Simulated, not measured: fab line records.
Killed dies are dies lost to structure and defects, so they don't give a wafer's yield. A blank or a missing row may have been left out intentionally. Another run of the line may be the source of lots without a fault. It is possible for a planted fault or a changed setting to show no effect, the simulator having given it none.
One fault through the eyes of 2 desks ; flow gf180mcu ; numbers are kept per desk, each desk with only its own; the story behind them comes last

== FOR THE TOOL OWNER'S DESK: hdpcvd-01 ==
The tool's own readings at GF_CONTACT_CVD_00 (deposits SiO2, target thk 300 nm, time 50 s): means of the sampled wafers that have a number, for each lot that ran on this tool. Marked OUT: a lot whose mean sits more than 4 standard deviations from the usual mean, which makes it out of limits; the brackets give that distance.
Columns: A = sih4 flow sccm at GF_CONTACT_CVD_00, usual 59.98 sccm
lot;first seen here;A
L955;day 15 13:31;59.95
L960;day 17 04:05;60.01
L959;day 17 14:53;29.86 (-99 or more) OUT
L963;day 18 09:25;29.81 (-99 or more) OUT
L969;day 20 14:07;60.01
L973;day 22 05:20;59.93
L976;day 22 21:08;59.98
L971;day 24 07:35;60.02
This desk finds L959, L963 out of limits, L959 being first, at day 17 14:53 (sih4 flow sccm at GF_CONTACT_CVD_00). Within limits: L955, L960, L969, L973, L976, L971.

== FROM THE METROLOGY DESK ==
Means of the sampled wafers that have a number, per lot and without regard to the tool the lot ran on: this is what the gauges read. Marked OUT: a lot whose mean sits more than 4 standard deviations from the usual mean, which makes it out of limits; the brackets give that distance.
Columns: A = CONTACT_CVD_00_THK at GF_CONTACT_THK_MEAS_01, usual 299.1 nm
lot;first seen here;A
L954;day 15 03:04;299.2
L955;day 15 13:35;296.6
L960;day 17 04:08;298.2
L959;day 17 14:55;146.4 (-53) OUT
L963;day 18 09:28;144.5 (-53) OUT
L968;day 20 08:27;301.0
L969;day 20 14:10;298.8
L970;day 21 00:35;302.9
L972;day 21 15:28;298.0
L973;day 22 05:23;298.4
L974;day 22 10:05;300.7
L976;day 22 21:11;298.3
L977;day 23 12:51;303.0
L971;day 24 07:37;301.0
This desk finds L959, L963 out of limits, with the earliest case on L959 at day 17 14:55 (CONTACT_CVD_00_THK at GF_CONTACT_THK_MEAS_01). Within limits: L954, L955, L960, L968, L969, L970, L972, L973, L974, L976, L977, L971.

== ALL TOGETHER ==
On L959, L963, at day 17 14:53, an alarm was possible from the tool owner's desk.
On L959, L963, the metrology desk was in a position to raise an alarm at day 17 14:55.
All the named lots went through GF_CONTACT_CVD_00 on hdpcvd-01.

== WHAT WAS PUT IN BY THE SIMULATOR ==
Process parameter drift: hdpcvd-01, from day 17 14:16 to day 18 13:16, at GF_CONTACT_CVD_00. From 60, the setting sih4 flow sccm moved by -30. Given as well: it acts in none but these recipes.
Shown lots that were struck: L959, L963.
Hours from the fault's start to each desk's first reading out of limits: the tool owner's desk, 1; the metrology desk, 1.
